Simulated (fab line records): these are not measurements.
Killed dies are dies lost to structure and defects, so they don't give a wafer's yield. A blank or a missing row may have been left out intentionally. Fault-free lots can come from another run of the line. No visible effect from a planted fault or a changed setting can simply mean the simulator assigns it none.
Which tool was responsible? | flow sky130 | 72 wafers from 24 lots sampled at 6 of the route's 708 steps

## WHAT THE GAUGES SHOWED, per wafer
SKY_VIA3_RS_MEAS_22: measurement is done with a four-point probe.
lot  | measured     | on            | VIA3_W_RS (ohm/sq)
L074 | day 39 14:47 | film metro-02 | 0.293 0.296 0.293
L075 | day 40 00:52 | film metro-01 | 0.297 0.298 0.298
L076 | day 41 04:12 | film metro-02 | 0.293 0.291 0.296
L077 | day 41 05:22 | film metro-01 | 0.289 0.290 0.286
L079 | day 41 09:28 | film metro-03 | 0.286 0.285 0.285
L078 | day 41 11:26 | film metro-01 | 0.292 0.295 0.292
L080 | day 41 11:38 | film metro-03 | 0.288 0.292 0.295
L081 | day 41 14:53 | film metro-03 | 0.296 0.293 0.295
L082 | day 42 07:58 | film metro-01 | 0.290 0.291 0.292
L083 | day 42 09:52 | film metro-03 | 0.295 0.299 0.296
L085 | day 42 18:30 | film metro-03 | 0.294 0.292 0.291
L084 | day 42 19:09 | film metro-02 | 0.299 0.296 0.294
L086 | day 43 08:48 | film metro-02 | 0.294 0.291 0.293
L089 | day 44 10:02 | film metro-01 | 0.297 0.297 0.298
L087 | day 44 13:20 | film metro-02 | 0.295 0.290 0.297
L088 | day 44 13:34 | film metro-01 | 0.297 0.294 0.296
L090 | day 44 13:37 | film metro-03 | 0.296 0.292 0.293
L091 | day 44 14:59 | film metro-03 | 0.294 0.294 0.292
L092 | day 44 17:56 | film metro-03 | 0.294 0.290 0.294
L093 | day 44 19:06 | film metro-03 | 0.290 0.286 0.287
L094 | day 45 06:27 | film metro-01 | 0.299 0.296 0.294
L095 | day 45 11:54 | film metro-03 | 0.287 0.284 0.290
L096 | day 45 15:49 | film metro-02 | 0.295 0.295 0.295
L097 | day 45 18:11 | film metro-02 | 0.295 0.295 0.291

SKY_CAP2M_THK_MEAS_01.
lot  | measured     | on            | CAP2M_CVD_00_THK (nm)
L074 | day 39 15:25 | film metro-04 | 15.41 15.82 15.43
L075 | day 40 01:31 | film metro-03 | 15.18 15.27 15.40
L076 | day 41 04:51 | film metro-03 | 15.52 15.48 15.51
L077 | day 41 06:01 | film metro-02 | 15.19 15.52 15.68
L079 | day 41 10:07 | film metro-02 | 15.28 15.36 15.57
L078 | day 41 12:05 | film metro-03 | 15.12 15.40 15.48
L080 | day 41 12:17 | film metro-04 | 15.52 15.58 15.63
L081 | day 41 15:32 | film metro-03 | 15.13 15.03 15.37
L082 | day 42 08:37 | film metro-03 | 15.30 15.33 15.56
L083 | day 42 10:31 | film metro-03 | 15.14 15.59 15.27
L085 | day 42 19:16 | film metro-04 | 15.36 15.76 15.38
L084 | day 42 19:49 | film metro-02 | 15.22 15.47 15.34
L086 | day 43 09:28 | film metro-04 | 15.06 15.15 15.16
L089 | day 44 10:41 | film metro-04 | 15.48 15.20 15.75
L087 | day 44 14:04 | film metro-04 | 15.33 15.33 15.28
L088 | day 44 14:12 | film metro-03 | 15.64 15.75 15.74
L090 | day 44 14:22 | film metro-03 | 15.41 15.44 15.72
L091 | day 44 15:37 | film metro-04 | 15.70 15.53 15.56
L092 | day 44 18:34 | film metro-03 | 15.18 15.32 15.39
L093 | day 44 19:44 | film metro-03 | 15.39 15.48 15.77
L094 | day 45 07:05 | film metro-02 | 15.41 15.43 15.90
L095 | day 45 12:33 | film metro-03 | 15.66 15.56 15.92
L096 | day 45 16:26 | film metro-04 | 15.49 15.67 15.85
L097 | day 45 18:51 | film metro-04 | 15.72 15.54 15.90

## EACH LOT AND THE TOOL THAT RAN IT (in order: tool; ch and the chambers of the sampled wafers; start)
lot  | SKY_METAL2_SPUTTER_02        | SKY_METAL3_STRIP_19                  | SKY_METAL4_SPUTTER_02        | SKY_CAP2M_CVD_00
L074 | pvd sputter-04, day 34 00:07 | plasma asher-02 ch 0,1, day 38 13:29 | pvd sputter-03, day 39 15:17 | pecvd-03 ch 1,2, day 39 15:23
L075 | pvd sputter-02, day 34 07:25 | plasma asher-01 ch 0,1, day 38 22:05 | pvd sputter-04, day 40 01:23 | pecvd-01 ch 0,1, day 40 01:29
L076 | pvd sputter-04, day 35 16:03 | plasma asher-02 ch 0,1, day 40 02:02 | pvd sputter-02, day 41 04:43 | pecvd-02 ch 1,2, day 41 04:50
L077 | pvd sputter-01, day 35 18:49 | plasma asher-01 ch 0, day 40 02:53   | pvd sputter-03, day 41 05:52 | pecvd-03 ch 0,2, day 41 05:59
L079 | pvd sputter-02, day 35 21:01 | plasma asher-01 ch 0,1, day 40 06:35 | pvd sputter-04, day 41 09:59 | pecvd-01 ch 0,1,2, day 41 10:06
L078 | pvd sputter-01, day 35 21:24 | plasma asher-03 ch 0,1, day 40 07:44 | pvd sputter-02, day 41 11:58 | pecvd-03 ch 0,2, day 41 12:04
L080 | pvd sputter-02, day 35 22:42 | plasma asher-03 ch 0,1, day 40 08:01 | pvd sputter-03, day 41 12:10 | pecvd-01 ch 0,2, day 41 12:16
L081 | pvd sputter-01, day 36 03:19 | plasma asher-02 ch 0,1, day 40 11:59 | pvd sputter-04, day 41 15:25 | pecvd-03 ch 0,1,2, day 41 15:31
L082 | pvd sputter-01, day 36 18:07 | plasma asher-02 ch 0,1, day 41 06:53 | pvd sputter-03, day 42 08:29 | pecvd-03 ch 0,1,2, day 42 08:35
L083 | pvd sputter-02, day 36 22:35 | plasma asher-02 ch 0,1, day 41 08:05 | pvd sputter-02, day 42 10:23 | pecvd-03 ch 0,2, day 42 10:29
L085 | pvd sputter-04, day 37 10:10 | plasma asher-01 ch 0,1, day 41 17:05 | pvd sputter-03, day 42 19:04 | pecvd-01 ch 0,2, day 42 19:11
L084 | pvd sputter-02, day 37 11:26 | plasma asher-01 ch 0,1, day 41 17:39 | pvd sputter-03, day 42 19:41 | pecvd-01 ch 2, day 42 19:47
L086 | pvd sputter-01, day 37 23:55 | plasma asher-02 ch 0,1, day 42 07:59 | pvd sputter-04, day 43 09:20 | pecvd-02 ch 0,1, day 43 09:26
L089 | pvd sputter-02, day 39 07:02 | plasma asher-02 ch 0,1, day 43 10:22 | pvd sputter-03, day 44 10:32 | pecvd-03 ch 0,1,2, day 44 10:39
L087 | pvd sputter-04, day 39 07:38 | plasma asher-03 ch 0,1, day 43 11:49 | pvd sputter-02, day 44 13:56 | pecvd-02 ch 0,2, day 44 14:02
L088 | pvd sputter-02, day 39 07:56 | plasma asher-02 ch 0,1, day 43 12:15 | pvd sputter-03, day 44 14:03 | pecvd-01 ch 0,1,2, day 44 14:10
L090 | pvd sputter-02, day 39 09:14 | plasma asher-03 ch 0,1, day 43 12:23 | pvd sputter-02, day 44 14:14 | pecvd-03 ch 1,2, day 44 14:20
L091 | pvd sputter-02, day 39 11:16 | plasma asher-01 ch 0,1, day 43 13:46 | pvd sputter-03, day 44 15:27 | pecvd-02 ch 0,1,2, day 44 15:34
L092 | pvd sputter-02, day 39 14:18 | plasma asher-01 ch 0,1, day 43 16:52 | pvd sputter-03, day 44 18:25 | pecvd-02 ch 0,2, day 44 18:32
L093 | pvd sputter-04, day 39 15:53 | plasma asher-02 ch 0,1, day 43 17:50 | pvd sputter-03, day 44 19:35 | pecvd-01 ch 0,2, day 44 19:42
L094 | pvd sputter-01, day 40 07:12 | plasma asher-02 ch 0,1, day 44 07:02 | pvd sputter-02, day 45 06:58 | pecvd-03 ch 0,2, day 45 07:04
L095 | pvd sputter-04, day 40 11:58 | plasma asher-01 ch 0,1, day 44 12:32 | pvd sputter-04, day 45 12:25 | pecvd-02 ch 0,1,2, day 45 12:31
L096 | pvd sputter-01, day 40 15:43 | plasma asher-02 ch 0,1, day 44 16:52 | pvd sputter-02, day 45 16:17 | pecvd-03 ch 0,1,2, day 45 16:24
L097 | pvd sputter-04, day 40 18:55 | plasma asher-03 ch 0,1, day 44 18:50 | pvd sputter-02, day 45 18:43 | pecvd-01 ch 0,2, day 45 18:50
- SKY_METAL2_SPUTTER_02: material AlCu, target thk 250 nm, time 13.3 s.
- SKY_METAL3_STRIP_19: strips in O2/N2.
- SKY_METAL4_SPUTTER_02: material AlCu, target thk 735 nm, time 39.1 s.
- SKY_CAP2M_CVD_00: deposits SiO2, target thk 15.5 nm.

## WHAT THE TOOLS THEMSELVES READ (means of the sampled wafers that have a number; where no wafer has one, the mark that the record gives instead)
SKY_METAL2_SPUTTER_02.
lot  | tool           | throttle valve pct (%)
L074 | pvd sputter-04 | 29.3
L075 | pvd sputter-02 | 31.1
L076 | pvd sputter-04 | 29.1
L077 | pvd sputter-01 | 29.9
L079 | pvd sputter-02 | 31.2
L078 | pvd sputter-01 | 30.0
L080 | pvd sputter-02 | 30.8
L081 | pvd sputter-01 | 29.7
L082 | pvd sputter-01 | 30.3
L083 | pvd sputter-02 | 30.8
L085 | pvd sputter-04 | 30.1
L084 | pvd sputter-02 | 30.7
L086 | pvd sputter-01 | 30.1
L089 | pvd sputter-02 | 30.2
L087 | pvd sputter-04 | 29.6
L088 | pvd sputter-02 | 30.9
L090 | pvd sputter-02 | 29.9
L091 | pvd sputter-02 | 30.9
L092 | pvd sputter-02 | 30.9
L093 | pvd sputter-04 | 29.4
L094 | pvd sputter-01 | 29.7
L095 | pvd sputter-04 | 29.6
L096 | pvd sputter-01 | 29.2
L097 | pvd sputter-04 | 29.8

SKY_METAL3_STRIP_19.
lot  | tool            | drypump motor current A (A) | oes product au (a.u.) | strip time to endpoint s (s)
L074 | plasma asher-02 | 5.8                         | 0.504                 | 6.52
L075 | plasma asher-01 | 5.1                         | 0.501                 | 6.48
L076 | plasma asher-02 | 5.8                         | 0.496                 | 6.44
L077 | plasma asher-01 | 5.1                         | 0.501                 | 6.50
L079 | plasma asher-01 | 5.1                         | 0.504                 | 6.55
L078 | plasma asher-03 | 5.5                         | 0.505                 | 6.54
L080 | plasma asher-03 | 5.7                         | 0.504                 | 6.50
L081 | plasma asher-02 | 5.8                         | 0.506                 | 6.49
L082 | plasma asher-02 | 6.0                         | 0.503                 | 6.44
L083 | plasma asher-02 | 5.8                         | 0.504                 | 6.52
L085 | plasma asher-01 | 5.1                         | 0.500                 | 6.55
L084 | plasma asher-01 | 5.1                         | 0.499                 | 6.51
L086 | plasma asher-02 | 5.8                         | 0.506                 | 6.55
L089 | plasma asher-02 | 5.9                         | 0.500                 | 6.53
L087 | plasma asher-03 | 5.5                         | 0.493                 | 6.42
L088 | plasma asher-02 | 5.8                         | 0.496                 | 6.47
L090 | plasma asher-03 | 5.5                         | 0.501                 | 6.49
L091 | plasma asher-01 | 5.1                         | 0.501                 | 6.55
L092 | plasma asher-01 | 5.1                         | 0.502                 | 6.52
L093 | plasma asher-02 | 6.0                         | 0.502                 | 6.53
L094 | plasma asher-02 | 5.8                         | 0.510                 | 6.59
L095 | plasma asher-01 | 5.1                         | 0.500                 | 6.48
L096 | plasma asher-02 | 5.9                         | 0.498                 | 6.53
L097 | plasma asher-03 | 5.5                         | 0.505                 | 6.63

SKY_METAL4_SPUTTER_02.
lot  | tool           | throttle valve pct (%)
L074 | pvd sputter-03 | 30.4
L075 | pvd sputter-04 | 29.5
L076 | pvd sputter-02 | 30.7
L077 | pvd sputter-03 | 31.1
L079 | pvd sputter-04 | 29.5
L078 | pvd sputter-02 | 31.1
L080 | pvd sputter-03 | 30.5
L081 | pvd sputter-04 | 29.4
L082 | pvd sputter-03 | 31.1
L083 | pvd sputter-02 | 31.0
L085 | pvd sputter-03 | 30.2
L084 | pvd sputter-03 | 30.4
L086 | pvd sputter-04 | 29.5
L089 | pvd sputter-03 | 30.7
L087 | pvd sputter-02 | 30.5
L088 | pvd sputter-03 | 30.1
L090 | pvd sputter-02 | 30.4
L091 | pvd sputter-03 | 31.1
L092 | pvd sputter-03 | 30.7
L093 | pvd sputter-03 | 30.8
L094 | pvd sputter-02 | 31.4
L095 | pvd sputter-04 | 29.5
L096 | pvd sputter-02 | 30.8
L097 | pvd sputter-02 | 30.7

SKY_CAP2M_CVD_00.
lot  | tool     | heater power w (W)
L074 | pecvd-03 | 740
L075 | pecvd-01 | 635
L076 | pecvd-02 | 854
L077 | pecvd-03 | 705
L079 | pecvd-01 | 617
L078 | pecvd-03 | 681
L080 | pecvd-01 | 625
L081 | pecvd-03 | 661
L082 | pecvd-03 | 710
L083 | pecvd-03 | 782
L085 | pecvd-01 | 622
L084 | pecvd-01 | 562
L086 | pecvd-02 | 855
L089 | pecvd-03 | 710
L087 | pecvd-02 | 805
L088 | pecvd-01 | 625
L090 | pecvd-03 | 721
L091 | pecvd-02 | 828
L092 | pecvd-02 | 722
L093 | pecvd-01 | 576
L094 | pecvd-03 | 708
L095 | pecvd-02 | 834
L096 | pecvd-03 | 707
L097 | pecvd-01 | 627

## THE ANSWER, worked out from the rows above alone
Rule: the lots themselves supply what counts as usual. The widest of any qualifying gaps counts: lots, ordered by their means at a reading, are off when they make up no more than a third of the lots, leave a main group of 4 or more, and stand apart from it by 3 or more times the standard deviation of that group's means. A main group whose means are all the same, to the digits that the tables above print for the reading, isn't used. A lot without any number at a reading at which 4 lots or more have one is off too. All remaining lots with rows at the step are treated as sound. After the gauges, taken in route order, come the tools' own readings; for these a lot's mean is taken, as printed above. The first step at which some lot is off is used, and at that step the reading that is off furthest; a lot without a number counts as furthest.
No lot is off at any reading shown: from this, nothing can be told.

## WHAT THE SIMULATOR PUT IN
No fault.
